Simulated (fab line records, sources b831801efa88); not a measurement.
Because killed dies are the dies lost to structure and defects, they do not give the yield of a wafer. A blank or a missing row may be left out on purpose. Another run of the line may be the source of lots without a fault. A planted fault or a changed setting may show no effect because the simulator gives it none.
Which tool did it? | flow sky130 | Sampling: 12 lots, 36 wafers, 4 of 708 route steps

WHAT THE GAUGES SHOWED, per wafer
SKY_LOCAL_INTERCONNECT_RS_MEAS_01: measures by four-point-probe. Usual: LOCAL_INTERCONNECT_TIN_RS 14.17 ohm/sq, standard deviation 0.18.
lot  | measured     | on            | LOCAL_INTERCONNECT_TIN_RS (ohm/sq) | flag
L374 | day 29 00:19 | film_metro-02 | 14.27 14.16 14.16                  |
L375 | day 29 06:51 | film_metro-04 | 13.95 14.06 14.07                  |
L379 | day 30 23:19 | film_metro-01 | 14.14 14.44 14.23                  |
L380 | day 31 11:58 | film_metro-04 | 14.18 14.24 14.05                  |
L381 | day 31 15:44 | film_metro-02 | 14.16 14.17 14.22                  |
L388 | day 34 02:22 | film_metro-04 | 14.23 14.34 13.98                  |
L389 | day 34 13:31 | film_metro-01 | 13.96 14.33 14.15                  |
L390 | day 34 21:37 | film_metro-04 | 13.94 13.86 14.31                  |
L392 | day 35 12:55 | film_metro-02 | 14.28 14.36 14.21                  |
L394 | day 35 21:51 | film_metro-02 | 14.44 14.51 14.37                  |
L395 | day 36 04:24 | film_metro-02 | 14.10 14.00 14.00                  |
L397 | day 36 12:45 | film_metro-04 | 14.08 14.05 14.14                  |

WHICH TOOL RAN EACH LOT (tool, then ch and the chambers of the sampled wafers, then the start)
lot  | SKY_FIELD_ISO_CMP_27         | SKY_POLY_GATE_ETCH_15              | SKY_LI_CONTACT_SPUTTER_19
L374 | cmp-01 ch 0,1,2, day 2 09:08 | rie_diel-03 ch 0,2,3, day 16 04:00 | pvd_sputter-03, day 28 23:31
L375 | cmp-01 ch 0,2,3, day 2 14:46 | rie_diel-02 ch 0,3, day 16 09:53   | pvd_sputter-03, day 29 06:02
L379 | cmp-02 ch 2,3, day 3 12:13   | rie_diel-01 ch 1,2, day 18 02:32   | pvd_sputter-04, day 30 22:30
L380 | cmp-01 ch 2,3, day 3 20:10   | rie_diel-02 ch 0,1,2, day 18 18:32 | pvd_sputter-01, day 31 11:09
L381 | cmp-01 ch 1,3, day 3 23:05   | rie_diel-01 ch 1,2,3, day 19 01:03 | pvd_sputter-04, day 31 14:55
L388 | cmp-01 ch 0,1, day 5 12:14   | rie_diel-02 ch 0,2, day 21 20:36   | pvd_sputter-03, day 34 01:34
L389 | cmp-01 ch 2,3, day 5 19:50   | rie_diel-03 ch 2,3, day 22 08:11   | pvd_sputter-01, day 34 12:35
L390 | cmp-01 ch 0,2,3, day 6 01:42 | rie_diel-02 ch 1,2, day 22 18:12   | pvd_sputter-04, day 34 20:47
L392 | cmp-02 ch 0,3, day 6 11:20   | rie_diel-03 ch 0,1, day 23 11:29   | pvd_sputter-04, day 35 12:02
L394 | cmp-02 ch 0,2,3, day 6 21:29 | rie_diel-03 ch 0,2, day 23 20:11   | pvd_sputter-01, day 35 21:02
L395 | cmp-02 ch 0,1,3, day 7 00:27 | rie_diel-03 ch 0,2, day 24 05:30   | pvd_sputter-04, day 36 03:35
L397 | cmp-01 ch 0,2, day 7 09:46   | rie_diel-01 ch 0,2, day 24 10:44   | pvd_sputter-01, day 36 11:57
- SKY_FIELD_ISO_CMP_27: polishes, stops on Si3N4, t overpolish 16 s, target thk 457.8 nm.
- SKY_POLY_GATE_ETCH_15: etches BARC in N2/H2, stops on SiO2, time 118.5 s, target depth 110 nm.
- SKY_LI_CONTACT_SPUTTER_19: material Ti, target thk 20 nm, time 106.37 s.

WHAT THE TOOLS THEMSELVES READ (means of the sampled wafers that have a number; where no wafer has one, the mark that the record gives instead)
SKY_FIELD_ISO_CMP_27. Usual: motor_current_A 12.0 A, standard deviation 1.1; overpolish_run_s 16.000 s, standard deviation 0.0088; time_to_endpoint_s 112 s, standard deviation 5.
lot  | tool   | motor_current_A (A) | overpolish_run_s (s) | time_to_endpoint_s (s) | flag
L374 | cmp-01 | 11.3                | 16.010               | 112                    |
L375 | cmp-01 | 12.7                | 15.992               | 112                    |
L379 | cmp-02 | 11.3                | 16.000               | 120                    |
L380 | cmp-01 | 12.6                | 16.006               | 114                    |
L381 | cmp-01 | 12.7                | 16.000               | 108                    |
L388 | cmp-01 | 11.3                | 15.996               | 117                    |
L389 | cmp-01 | 13.3                | 15.997               | 108                    |
L390 | cmp-01 | 12.6                | 16.004               | 109                    |
L392 | cmp-02 | 11.3                | 16.007               | 109                    |
L394 | cmp-02 | 11.6                | 15.998               | 113                    |
L395 | cmp-02 | 12.4                | 16.000               | 109                    |
L397 | cmp-01 | 12.0                | 16.000               | 114                    |

SKY_POLY_GATE_ETCH_15. Usual: bias_w 100.01 W, standard deviation 0.29; drypump_motor_current_A 5.7 A, standard deviation 0.38; h2_flow_sccm 200.1 sccm, standard deviation 0.56; oes_product_au 0.716 a.u., standard deviation 0.0046; rf_fwd_power_W 497.3 W, standard deviation 1.8; throttle_valve_pct 13.213 %, standard deviation 0.0082.
lot  | tool        | bias_w (W) | drypump_motor_current_A (A) | h2_flow_sccm (sccm) | oes_product_au (a.u.) | rf_fwd_power_W (W) | throttle_valve_pct (%) | flag
L374 | rie_diel-03 | 99.97      | 5.7                         | 200.1               | 0.716                 | 497.7              | 13.215                 |
L375 | rie_diel-02 | 100.17     | 5.2                         | 199.6               | 0.715                 | 498.3              | 13.209                 |
L379 | rie_diel-01 | 100.10     | 5.5                         | 199.5               | 0.718                 | 497.0              | 13.214                 |
L380 | rie_diel-02 | 99.90      | 5.6                         | 200.3               | 0.717                 | 498.1              | 13.205                 |
L381 | rie_diel-01 | 100.06     | 5.9                         | 200.1               | 0.717                 | 496.1              | 13.219                 |
L388 | rie_diel-02 | 95.01      | 5.3                         | 200.5               | 0.711                 | 499.7              | 13.213                 | OFF
L389 | rie_diel-03 | 99.90      | 5.6                         | 200.5               | 0.718                 | 495.9              | 13.214                 |
L390 | rie_diel-02 | 95.15      | 5.8                         | 199.9               | 0.715                 | 498.0              | 13.220                 | OFF
L392 | rie_diel-03 | 100.19     | 6.0                         | 198.9               | 0.720                 | 499.0              | 13.210                 |
L394 | rie_diel-03 | 100.15     | 5.8                         | 199.8               | 0.719                 | 496.7              | 13.213                 |
L395 | rie_diel-03 | 99.98      | 5.9                         | 200.0               | 0.714                 | 496.1              | 13.214                 |
L397 | rie_diel-01 | 100.24     | 5.5                         | 200.8               | 0.717                 | 496.2              | 13.214                 |

SKY_LI_CONTACT_SPUTTER_19. Usual: substrate_temp_c 199.99 C, standard deviation 0.16; throttle_valve_pct 29.8 %, standard deviation 1.2.
lot  | tool           | substrate_temp_c (C) | throttle_valve_pct (%) | flag
L374 | pvd_sputter-03 | 199.82               | 30.5                   |
L375 | pvd_sputter-03 | 200.08               | 28.7                   |
L379 | pvd_sputter-04 | 199.80               | 29.2                   |
L380 | pvd_sputter-01 | 199.95               | 30.7                   |
L381 | pvd_sputter-04 | 200.01               | 28.4                   |
L388 | pvd_sputter-03 | 199.94               | 29.6                   |
L389 | pvd_sputter-01 | 199.87               | 30.7                   |
L390 | pvd_sputter-04 | 200.15               | 28.2                   |
L392 | pvd_sputter-04 | 200.06               | 29.8                   |
L394 | pvd_sputter-01 | 199.89               | 30.1                   |
L395 | pvd_sputter-04 | 200.11               | 29.1                   |
L397 | pvd_sputter-01 | 199.98               | 30.1                   |

THE ANSWER, worked out from the rows above alone
Rule: a lot is off if the mean of its wafers that have a number lies more than 3 standard deviations from the usual mean. A lot without any number at a reading at which 4 lots or more have one is off too. All remaining lots with rows at the step are treated as sound. The gauges are gone through in route order, then the tools' own readings, and for those a lot's mean is taken as printed above. The first step at which some lot is off is used, and at that step the reading that is off furthest; a lot without a number counts as furthest.
Off at SKY_POLY_GATE_ETCH_15 (bias_w): L388, L390.
A tool fits if, at that step or a process step before it, it ran every lot that is off, and no sound lot after the first of them. One candidate fits, namely rie_diel-02 at SKY_POLY_GATE_ETCH_15. Its last sound lot is L380 (day 18 18:32), its first lot that is off L388 (day 21 20:36): a fault that began between those two fits.
On the lots that are off, the tool's own readings at SKY_POLY_GATE_ETCH_15 differ by more than 5 times the standard deviation of the sound lots' means, which bears it out; bias_w reads 95.08 W there versus 100.07 W on the sound lots.

WHAT THE SIMULATOR PUT IN
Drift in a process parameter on rie_diel-02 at SKY_POLY_GATE_ETCH_15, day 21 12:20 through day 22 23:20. A move of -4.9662 in setting bias_w, from 100. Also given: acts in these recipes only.
Shown lots that were struck: L388, L390. The rule above reached the same finding.
